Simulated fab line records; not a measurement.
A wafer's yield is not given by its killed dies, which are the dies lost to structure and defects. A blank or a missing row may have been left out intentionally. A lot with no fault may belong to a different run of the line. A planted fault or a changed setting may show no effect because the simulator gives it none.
Which tool did it?	flow gf180mcu	30 wafers from 10 lots sampled at 3 of the route's 602 steps

## WHAT THE GAUGES READ, wafer by wafer
GF_V1_RS_MEAS_24: measurement is done with a four-point probe.
lot	measured	on	V1_W_RS (ohm/sq)
L292	day 18 19:27	filmMetro-01	0.316 0.318 0.318
L293	day 18 23:07	filmMetro-03	0.317 0.321 0.320
L294	day 19 11:46	filmMetro-02	0.327 0.317 0.330
L297	day 20 12:56	filmMetro-02	0.320 0.329 0.320
L302	day 22 10:57	filmMetro-01	0.336 0.321 0.331
L304	day 23 08:12	filmMetro-03	0.316 0.328 0.327
L307	day 24 03:08	filmMetro-02	0.334 0.322 0.328
L311	day 25 09:54	filmMetro-01	0.328 0.316 0.322
L312	day 25 14:55	filmMetro-03	0.318 0.318 0.318
L314	day 26 11:05	filmMetro-03	0.320 0.323 0.318

## WHICH TOOL RAN EACH LOT (tool, then ch and the chambers of the sampled wafers, then the start)
lot	GF_V1_CVD_02	GF_V1_ETCH_16
L292	pecvd-02 ch 0,1,2, day 17 18:17	rieDiel-04 ch 1,2,3, day 18 18:23
L293	pecvd-04 ch 0,2, day 17 21:16	rieDiel-03 ch 1,2,3, day 18 22:05
L294	pecvd-03 ch 0,1,2, day 18 10:13	rieDiel-03 ch 0,1, day 19 10:49
L297	pecvd-03 ch 0,1, day 19 11:05	rieDiel-01 ch 0,1,3, day 20 11:56
L302	pecvd-02 ch 1,2, day 21 10:59	rieDiel-01 ch 1,2,3, day 22 10:02
L304	pecvd-02 ch 0,2, day 22 07:08	rieDiel-03 ch 1,3, day 23 07:16
L307	pecvd-04 ch 0,1,2, day 23 03:28	rieDiel-03 ch 0,2,3, day 24 02:14
L311	pecvd-03 ch 0,1,2, day 24 10:53	rieDiel-03 ch 1,2, day 25 09:01
L312	pecvd-02 ch 0,2, day 24 15:19	rieDiel-04 ch 1,2, day 25 14:02
L314	pecvd-04 ch 0,2, day 25 13:10	rieDiel-04 ch 0,1,2, day 26 10:11
- GF_V1_CVD_02: deposits SiO2 from TEOS, target thk 850 nm, time 94.851 s.
- GF_V1_ETCH_16: etches BARC in N2/H2.

## THE ANSWER, worked out from the rows above alone
Rule: usual is defined by the lots themselves. The widest of any qualifying gaps counts: lots, ordered by their means at a reading, are off when they make up no more than a third of the lots, leave a main group of 4 or more, and stand apart from it by 3 or more times the standard deviation of that group's means. The tables above print the reading to a certain number of digits; a main group whose means all agree to those digits is not used. Also off: a lot with no number at a reading for which 4 or more lots have one. Where the step has rows for the other lots, those lots are counted as sound.
No lot is off on any of the readings shown, so nothing can be concluded from this.

## WHAT WAS PUT IN BY THE SIMULATOR
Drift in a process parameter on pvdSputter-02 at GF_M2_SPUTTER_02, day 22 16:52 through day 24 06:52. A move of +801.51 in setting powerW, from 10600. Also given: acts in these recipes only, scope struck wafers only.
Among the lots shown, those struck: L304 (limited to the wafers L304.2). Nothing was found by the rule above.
